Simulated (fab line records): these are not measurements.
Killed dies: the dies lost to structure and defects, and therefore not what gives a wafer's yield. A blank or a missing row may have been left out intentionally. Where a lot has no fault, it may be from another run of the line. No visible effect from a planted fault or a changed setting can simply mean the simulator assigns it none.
Which tool is to blame? -- flow gf180mcu -- 18 wafers from 6 lots sampled at 3 of the route's 602 steps

## WHAT THE GAUGES SHOWED, per wafer
GF_VT_IMPLANT_RS_MEAS_47: measures by four-point-probe.
lot,measured,on,NWELL_RS (ohm/sq)
L350,day 7 20:14,filmMetro-02,431.9 431.1 431.3
L355,day 9 05:58,filmMetro-04,433.0 431.7 430.5
L358,day 9 23:59,filmMetro-04,488.9 487.7 489.5
L360,day 10 15:21,filmMetro-02,487.1 488.1 486.9
L364,day 11 19:30,filmMetro-04,486.0 487.5 486.5
L369,day 13 03:19,filmMetro-02,486.2 485.7 487.2

## TOOL THAT RAN EACH LOT (tool first, then ch and the chambers of the sampled wafers, then the start)
lot,GF_NWELL_IMPLANT_09,GF_MVSD_STRIP_10
L350,"implanter-02 ch 0, day 3 13:28 and implanter-03 ch 0, day 3 13:47","plasmaAsher-03 ch 0,1, day 4 17:33"
L355,"implanter-04 ch 0, day 4 17:17","plasmaAsher-01 ch 0,1, day 5 22:13"
L358,"implanter-04 ch 0, day 5 08:28","plasmaAsher-01 ch 0,1, day 6 13:16"
L360,"implanter-04 ch 0, day 5 20:37","plasmaAsher-01 ch 0,1, day 7 03:01"
L364,"implanter-03 ch 0, day 6 17:44","plasmaAsher-02 ch 0,1, day 8 02:17"
L369,"implanter-03 ch 0, day 7 18:56","plasmaAsher-03 ch 0,1, day 9 04:58"
- GF_NWELL_IMPLANT_09
- GF_MVSD_STRIP_10: strips in O2/N2.

## THE ANSWER, worked out from the rows above alone
Rule: usual is defined by the lots themselves. The widest of any qualifying gaps counts: lots, ordered by their means at a reading, are off when they make up no more than a third of the lots, leave a main group of 4 or more, and stand apart from it by 3 or more times the standard deviation of that group's means. A main group whose means are all the same, to the digits that the tables above print for the reading, isn't used. A lot without any number at a reading at which 4 lots or more have one is off too. Where the step has rows for the other lots, those lots are counted as sound.
Off: at GF_VT_IMPLANT_RS_MEAS_47 (NWELL_RS), L350, L355. The main group: mean 487.3 ohm/sq, standard deviation 0.9.
A tool fits if, at a process step before that reading, it ran every lot that is off, and no sound lot after the first of them. The gauges at GF_VT_IMPLANT_RS_MEAS_47 are tried like those tools. Of those tried, none fits.

## WHAT HAD BEEN PUT IN BY THE SIMULATOR
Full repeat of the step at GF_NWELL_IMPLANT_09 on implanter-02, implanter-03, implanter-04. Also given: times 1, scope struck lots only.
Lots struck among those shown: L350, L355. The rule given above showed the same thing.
